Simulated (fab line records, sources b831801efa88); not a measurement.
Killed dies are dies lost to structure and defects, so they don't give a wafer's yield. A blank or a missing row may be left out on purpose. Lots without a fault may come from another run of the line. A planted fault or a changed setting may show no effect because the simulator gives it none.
fab line records | flow gf180mcu
record lots=7 wafers=21 last_day=33
route steps=602 shown M1@323 V1@335
lots that met no fault: from a run of the same line without faults
start_h: hours from the record's first day to the start of the lot's first wafer shown | wait_h: hours since the lot's step before | " the same as in the row above | L1.1+2: a row that stands for several wafers | - no value, or no start given | * or withheld: withheld | < > ~ a bound
route shown NAME@n: a module of which the file shows steps, and the number in the route of the first | usual: mean/standard deviation of fault-free wafers | same: alike in all rows | chamber/n: place in a boat | sites: the reading at each site | _std_site: their standard deviation | _edge_site: outer sites' mean less inner sites' | radius_mm: how far each site lies from the wafer's centre | mask NAME#n: copy n | behind: the tool/chamber that last shaped the wafer | hold: why the lot was held/for how many hours/how that ended | device: the transistor (n, p or np) that didn't switch | end of line: the same wafers' tests at the end of the route | a step without rows: its recipe alone | killed: dies lost to structure and defects at the first sort, not the wafer's yield | map: a wafer's dies, x killed, . not, _ none there
set.NAME: the setting as run; set.NAME@STEP: as run at that earlier step | model.NAME: the simulator's own value behind a step, which no gauge read
lots at some steps of the route; a table a step, a row a wafer
services: from which hour (start_h, from the record's first day; less than 0 if before it) a tool's chamber was out of use, for how many hours, and why
## steps
# step GF_M1_HMDS_08
# recipe prime_time_s=60 prime_temp_c=120
# step GF_M1_COAT_09
# recipe resist=KrF spin_rpm=withheld resist_thk_nm=1000
# step GF_M1_SOFTBAKE_10
# recipe temp_c=130 time_s=60 resist=KrF
# step GF_M1_EXPOSE_11
# recipe mask_id=Metal1 target_cd_nm=230 na=0.68 source_shape=conventional sigma_outer=0.6 dose_mj=28
# step GF_M1_PEB_12
# recipe peb_temp_c=135 peb_time_s=90 resist=KrF
# step GF_M1_DEVELOP_13
# recipe develop_time_s=60 dev_temp_c=21
# step GF_M1_CD_MEAS_14
# recipe target_cd_nm=230
# usual cd_nm=230.0/1.1
# columns lot.wafer tool chamber start_h wait_h cd_nm
L284.1 cd_sem-01 - 459.80 0.1 229.4
L284.2 " - " " 228.1
L284.6 " - " " 230.2
L285.2 cd_sem-02 - 468.18 0.1 230.6
L285.3 " - " " 231.7
L285.4 " - " " 230.0
L286.2 cd_sem-01 - 478.43 0.1 230.9
L286.4 " - " " 230.2
L286.5 " - " " 230.7
L291.2 cd_sem-02 - 522.82 0.1 230.7
L291.4 " - " " 231.5
L291.6 " - " " 230.3
L293.1 cd_sem-01 - 540.85 0.1 230.0
L293.4 " - " " 230.5
L293.5 " - " " 230.8
L294.1 cd_sem-02 - 545.21 0.1 232.0
L294.2 " - " " 232.0
L294.4 " - " " 231.0
L296.1 cd_sem-02 - 561.31 0.1 230.1
L296.3 " - " " 231.0
L296.5 " - " " 231.0
# step GF_M1_OVL_MEAS_15
# usual M1_OVL=-5/5.4
# columns lot.wafer tool chamber start_h wait_h M1_OVL[nm]
L284.1 overlay-02 - 459.92 0.1 -10
L284.2 " - " " -8
L284.6 " - " " -11
L285.2 overlay-02 - 468.29 0.1 -7
L285.3 " - " " 0
L285.4 " - " " -8
L286.2 overlay-02 - 478.54 0.1 11
L286.4 " - " " 9
L286.5 " - " " 4
L291.2 overlay-01 - 522.92 0.1 -3
L291.4 " - " " 1
L291.6 " - " " -3
L293.1 overlay-01 - 540.97 0.1 -11
L293.4 " - " " -5
L293.5 " - " " -15
L294.1 overlay-01 - 545.33 0.1 -13
L294.2 " - " " 0
L294.4 " - " " -7
L296.1 overlay-02 - 561.43 0.1 -11
L296.3 " - " " -7
L296.5 " - " " 1
# step GF_M1_METAL_ETCH_16
# recipe chemistry=Cl2/BCl3 mask_material=KrF target_depth_nm=627.5 stop_on=SiO2 pressure_mtorr=8 icp_w=800 bias_w=140 Cl2_flow_sccm=80 bcl3_flow_sccm=40 time_s=104.6
# usual drypump_motor_current_A=5.7/0.44 oes_product_au=0.972/0.0066 throttle_valve_pct=28.249/0.01
# columns lot.wafer tool chamber start_h wait_h drypump_motor_current_A oes_product_au rf_hours_counter_h throttle_valve_pct
L284.1 rie_metal-03 0 459.95 0.0 5.6 0.968 9 28.252
L284.2 " 1 " " 5.9 0.974 0 28.247
L284.6 " 0 " " 5.6 0.975 - 28.255
L285.2 rie_metal-02 0 468.32 0.0 4.9 0.972 7 28.258
L285.3 " 1 " " 6.2 0.963 - 28.254
L285.4 " 0 " " 4.9 0.980 - 28.243
L286.2 rie_metal-03 1 478.57 0.0 5.9 0.969 0 28.248
L286.4 " 0 " " 5.6 0.964 - 28.253
L286.5 " 0 " " 5.6 0.962 - 28.248
L291.2 rie_metal-03 1 522.99 0.1 5.9 0.975 - 28.252
L291.4 " 1 " " 5.9 0.987 - 28.230
L291.6 " 1 " " 5.9 0.980 - 28.255
L293.1 rie_metal-03 0 541.00 0.0 5.6 0.975 0 28.253
L293.4 " 0 " " 5.6 0.970 - 28.259
L293.5 " 0 " " 5.6 0.979 - 28.258
L294.1 rie_metal-02 0 545.37 0.0 4.8 0.971 8 28.245
L294.2 " 1 " " 6.2 0.969 11 28.248
L294.4 " 1 " " 6.2 0.975 - 28.244
L296.1 rie_metal-03 0 561.46 0.0 5.6 0.968 1 28.272
L296.3 " 0 " " 5.6 0.971 - 28.250
L296.5 " 1 " " 5.9 0.965 - 28.262
# step GF_M1_STRIP_17
# recipe chemistry=O2/N2 power_w=1400 pressure_mtorr=1500 platen_temp_c=250 o2_flow_sccm=3000 n2_flow_sccm=300 overash_fraction=0.5
# usual drypump_motor_current_A=5.7/0.45 heater_power_w=343/33 n2_flow_sccm=300.0/0.85 oes_product_au=0.557/0.0054 strip_time_to_endpoint_s=7.85/0.048
# columns lot.wafer tool chamber start_h wait_h drypump_motor_current_A heater_power_w n2_flow_sccm oes_product_au rf_hours_counter_h strip_time_to_endpoint_s
L284.1 plasma_asher-04 0 460.07 0.1 5.1 336 300.1 0.551 3 7.79
L284.2 " 1 " " 6.4 319 299.8 0.555 3 7.75
L284.6 " 1 " " 6.4 326 299.8 0.557 - 7.78
L285.2 plasma_asher-01 1 468.43 0.1 5.7 306 299.0 0.568 69 7.90
L285.3 " 1 " " 5.7 309 298.9 0.559 - 7.90
L285.4 " 0 " " 5.4 365 299.9 0.565 - 7.88
L286.2 plasma_asher-01 1 478.68 0.1 5.7 309 299.1 0.553 70 7.83
L286.4 " 1 " " 5.7 317 299.8 0.561 - 7.86
L286.5 " 1 " " 5.7 310 298.3 0.555 - 7.89
L291.2 plasma_asher-04 1 523.18 0.1 6.4 324 301.3 0.547 11 7.79
L291.4 " 0 " " 5.1 332 299.2 0.551 - 7.83
L291.6 " 0 " " 5.1 336 299.8 0.551 - 7.84
L293.1 plasma_asher-04 1 541.12 0.1 6.4 317 300.7 0.562 13 7.82
L293.4 " 1 " " 6.4 320 301.1 0.556 - 7.84
L293.5 " 1 " " 6.4 315 300.6 0.554 - 7.82
L294.1 plasma_asher-01 1 545.52 0.1 5.7 314 300.9 0.559 77 7.91
L294.2 " 0 " " 5.5 366 301.6 0.558 77 7.82
L294.4 " 0 " " 5.5 369 300.4 0.560 - 7.85
L296.1 plasma_asher-04 1 561.58 0.1 6.4 327 299.0 0.551 15 7.96
L296.3 " 1 " " 6.4 316 299.2 0.561 - 7.92
L296.5 " 0 " " 5.1 335 298.5 0.556 - 7.91
# step GF_M1_STRIP_18
# recipe chemistry=post_etch_residue_remover time_s=1200 temp_c=72.5
# step GF_M1_CLEAN_19
# recipe chemistry=DIW dry=n2_spin
# step GF_V1_CVD_00
# recipe material=SiO2 target_thk_nm=600 sigma_open_frac=0.3 temp_c=400 time_s=100 sih4_flow_sccm=60 pressure_mtorr=6
# usual pressure_mtorr=6.000/0.011 run_length_s=127.8/0.36
# columns lot.wafer tool chamber start_h wait_h pressure_mtorr run_length_s
L284.1 hdpcvd-01 0 460.60 0.0 - -
L284.2 " 1 " " - -
L284.6 " 2 " " - -
L285.2 hdpcvd-02 2 468.96 0.0 - -
L285.3 " 1 " " - -
L285.4 " 0 " " - -
L286.2 hdpcvd-01 1 479.21 0.0 - -
L286.4 " 1 " " - -
L286.5 " 2 " " - -
L291.2 hdpcvd-02 0 523.71 0.0 6.026 127.4
L291.4 " 0 " " 6.002 127.5
L291.6 " 2 " " 5.990 127.6
L293.1 hdpcvd-02 2 541.65 0.0 6.014 127.7
L293.4 " 0 " " 5.991 127.4
L293.5 " 2 " " 5.983 127.4
L294.1 hdpcvd-02 0 546.05 0.0 5.998 127.6
L294.2 " 2 " " 6.001 128.4
L294.4 " 2 " " 5.997 127.4
L296.1 hdpcvd-01 2 562.11 0.0 5.995 127.9
L296.3 " 0 " " 6.016 128.2
L296.5 " 2 " " 6.001 127.8
# step GF_V1_CVD_02
# recipe material=SiO2 target_thk_nm=850 precursor=TEOS temp_c=400 time_s=94.851 rf_w=600
# usual heater_power_outer_w=380/76 heater_power_w=654/130
# columns lot.wafer tool chamber start_h wait_h heater_power_outer_w heater_power_w
L284.1 pecvd-03 2 460.73 0.1 467 756
L284.2 " 1 " " 271 436
L284.6 " 2 " " 486 798
L285.2 pecvd-01 0 469.09 0.0 403 656
L285.3 " 2 " " 358 609
L285.4 " 2 " " 283 499
L286.2 pecvd-03 1 479.34 0.0 356 560
L286.4 " 1 " " 269 450
L286.5 " 0 " " 387 714
L291.2 pecvd-03 0 523.84 0.0 311 563
L291.4 " 2 " " 498 812
L291.6 " 0 " " 348 642
L293.1 pecvd-04 1 541.81 0.1 276 471
L293.4 " 1 " " 298 507
L293.5 " 2 " " 360 700
L294.1 pecvd-04 2 546.18 0.1 436 797
L294.2 " 0 " " 462 804
L294.4 " 2 " " 465 852
L296.1 pecvd-04 2 562.24 0.1 467 815
L296.3 " 1 " " 289 483
L296.5 " 1 " " 307 513
# step GF_V1_CMP_04
# recipe material=SiO2 down_force_psi=4 platen_rpm=60 pad_velocity_m_s=0.94248
# usual motor_current_A=12.1/1.7
# columns lot.wafer tool chamber start_h wait_h motor_current_A
L284.2 cmp-02 0 460.91 0.1 9.7
L284.1 " 2 " " 10.7
L284.6 " 3 " " 13.1
L285.4 cmp-01 1 469.22 0.0 13.0
L285.3 " 2 " " 12.4
L285.2 " 0 " " 10.0
L286.4 cmp-01 0 479.47 0.0 10.1
L286.2 " 1 " " 12.8
L286.5 " 0 " " 10.2
L291.4 cmp-01 2 523.97 0.0 11.9
L291.2 " 3 " " 13.5
L291.6 " 3 " " 12.8
L293.1 cmp-02 2 542.03 0.1 10.7
L293.4 " 3 " " 14.2
L293.5 " 0 " " 9.4
L294.2 cmp-02 0 546.35 0.0 9.8
L294.1 " 1 " " 14.7
L294.4 " 3 " " 14.5
L296.1 cmp-02 3 562.42 0.1 13.2
L296.3 " 1 " " 14.6
L296.5 " 3 " " 14.1
# step GF_V1_BOW_MEAS_05
# recipe mode=bow
# usual V1_BOW=83/7.6
# columns lot.wafer tool chamber start_h wait_h V1_BOW[um]
L284.1 film_metro-04 - 461.22 0.2 56
L284.2 " - " " 47
L284.6 " - " " 54
L285.2 film_metro-04 - 469.54 0.1 51
L285.3 " - " " 44
L285.4 " - " " 54
L286.2 film_metro-04 - 479.79 0.2 55
L286.4 " - " " 49
L286.5 " - " " 51
L291.2 film_metro-04 - 524.32 0.2 83
L291.4 " - " " 95
L291.6 " - " " 88
L293.1 film_metro-04 - 542.23 0.1 79
L293.4 " - " " 73
L293.5 " - " " 75
L294.1 film_metro-04 - 546.65 0.2 81
L294.2 " - " " 79
L294.4 " - " " 76
L296.1 film_metro-02 - 562.67 0.2 82
L296.3 " - " " 70
L296.5 " - " " 66
# step GF_V1_DEHYDRATE_06
# recipe temp_c=200 time_s=60
## services
# columns tool chamber start_h hours kind
pecvd-01 - 468.14 0.9 repair
rie_metal-03 - 479.00 1.0 repair
hdpcvd-02 - 479.68 0.7 repair
hdpcvd-01 - 484.84 2.8 pm
pecvd-01 - 496.00 61.2 repair
cmp-02 - 509.93 1.9 repair
rie_metal-03 0 511.87 - clean
rie_metal-03 0 511.87 20.2 scheduled_down
rie_metal-03 0 511.87 20.2 vent_cycle
plasma_asher-01 - 517.54 7.0 repair
hdpcvd-02 2 531.64 3.3 repair
cmp-01 - 532.75 1.4 repair
cmp-01 - 534.11 6.3 pm
hdpcvd-02 - 538.67 0.3 repair
hdpcvd-01 - 539.25 15.0 pm
hdpcvd-01 0 539.25 15.0 vent_cycle
hdpcvd-01 1 539.25 15.0 vent_cycle
hdpcvd-01 2 539.25 17.9 vent_cycle
pecvd-03 - 541.36 2.8 pm
cmp-01 - 541.61 2.0 repair
pecvd-04 1 545.63 8.1 repair
hdpcvd-01 2 552.49 4.6 repair
hdpcvd-01 0 554.25 - clean
pecvd-01 - 557.20 6.0 pm
## key
first_sign step=GF_V1_CVD_00 reading=tool_record direction=missing
effect step=GF_V1_BOW_MEAS_05 reading=V1_BOW direction=down sigmas=4.1 usual=83 struck=51
met_at GF_V1_CVD_00
struck_wafers L284.1,L284.2,L284.6,L285.2,L285.3,L285.4,L286.2,L286.4,L286.5
later_rows_left_out L284.1,L284.2,L284.6,L285.2,L285.3,L285.4,L286.2,L286.4,L286.5
sort_left_out L284.1,L284.2,L284.6,L285.2,L285.3,L285.4,L286.2,L286.4,L286.5
fault kind=skipped_step_whole tool=hdpcvd-01,hdpcvd-02 chamber=- onset_h=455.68 steps=GF_V1_CVD_00 scope=struck_lots_only
# sort_left_out: the simulated sort isn't trusted on such a fault, so these wafers' sort isn't shown, and their yield isn't known
# later_rows_left_out: the simulator's readings of these wafers behind a module that went badly wrong aren't trusted and aren't shown, but for the sort
